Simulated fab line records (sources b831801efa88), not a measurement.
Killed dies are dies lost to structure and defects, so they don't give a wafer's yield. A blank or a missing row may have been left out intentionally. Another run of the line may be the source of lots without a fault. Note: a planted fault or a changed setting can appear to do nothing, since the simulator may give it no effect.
Code-filled problem report in 8D (eight disciplines) form | flow gf180mcu | the parts of the form that need people (team, actions taken, sign-off) are left out

1. WHAT WENT WRONG
Wafers without a fault read 93.05 W, standard deviation 0.058; heater_power_total_W at GF_V2_SOFTBAKE_10 reads a mean of 98.12 W on 6 wafers belonging to 2 lots. Measured from the usual mean, that is +87 standard deviations.
The step: time 60 s.
First observed at day 25 16:00: wafer L404.1, on litho_track-04. Wafers with a number at this step in the record: 42, from 14 lots. The rule behind "out" and "out of limits": a value lying over 4 standard deviations away from the usual mean. Any other wafer with a number is counted as sound.

2. WHAT IT IS; WHAT IT IS NOT
question                    | is                     | is not
which readings at this step | heater_power_total_W   | -
which lots                  | L404, L407             | L387, L388, L390, L391, L392, L393, L394, L396, L397, L400, L402, L406
which wafers of those lots  | all that have a number | -
read on which tools         | litho_track-04         | litho_track-02, litho_track-03
when                        | from day 25 16:00      | up to then (33 sound wafers); but 3 sound wafers of L406 came after

3. SUSPECTS, AND WHAT RULES EACH OUT
Counting: a tool at a process step up to the reading stays a suspect if it ran every lot that is out and no sound lot after the first of them.
- litho_track-04 at GF_V2_SOFTBAKE_10 (time 60 s): kept. All lots that are out passed through it, beginning with L404 at day 25 16:00, and no sound lot followed; its final sound lot before that point was L402 at day 25 04:00. Its own heater_power_total_W readings are out on those wafers.
The count leaves litho_track-04 at GF_V2_SOFTBAKE_10.

4. THE CAUSE (what the simulator had put in)
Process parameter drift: litho_track-04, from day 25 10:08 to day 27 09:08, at GF_V2_SOFTBAKE_10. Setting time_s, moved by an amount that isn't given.
The count eliminated every tool but this one.

5. THE EFFECT CHAIN, in route order
Each row: a reading whose mean over the struck wafers that have a number lies more than 3 standard deviations from the usual. Readings are gone through only where the record gives a usual standard deviation; hours: the median, over the lots, of the time from a lot's start at the first step in this table giving one to that lot's start at this step; sigmas: the change measured in usual standard deviations.
hours | step              | reading              | usual   | on struck wafers | change | sigmas
0     | GF_V2_SOFTBAKE_10 | heater_power_total_W | 93.05 W | 98.12            | +5.07  | +87
Process steps it contains:
- GF_V2_SOFTBAKE_10: time 60 s.
Later steps that measure or inspect, where all struck wafers having a row at the step show a number for every such reading and not one has moved that far: GF_V2_CD_MEAS_14.

6. WHAT WOULD HAVE CAUGHT IT SOONER
The fault began at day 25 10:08; the first out-of-limits reading in this record came at day 25 16:00, 6 hours later.
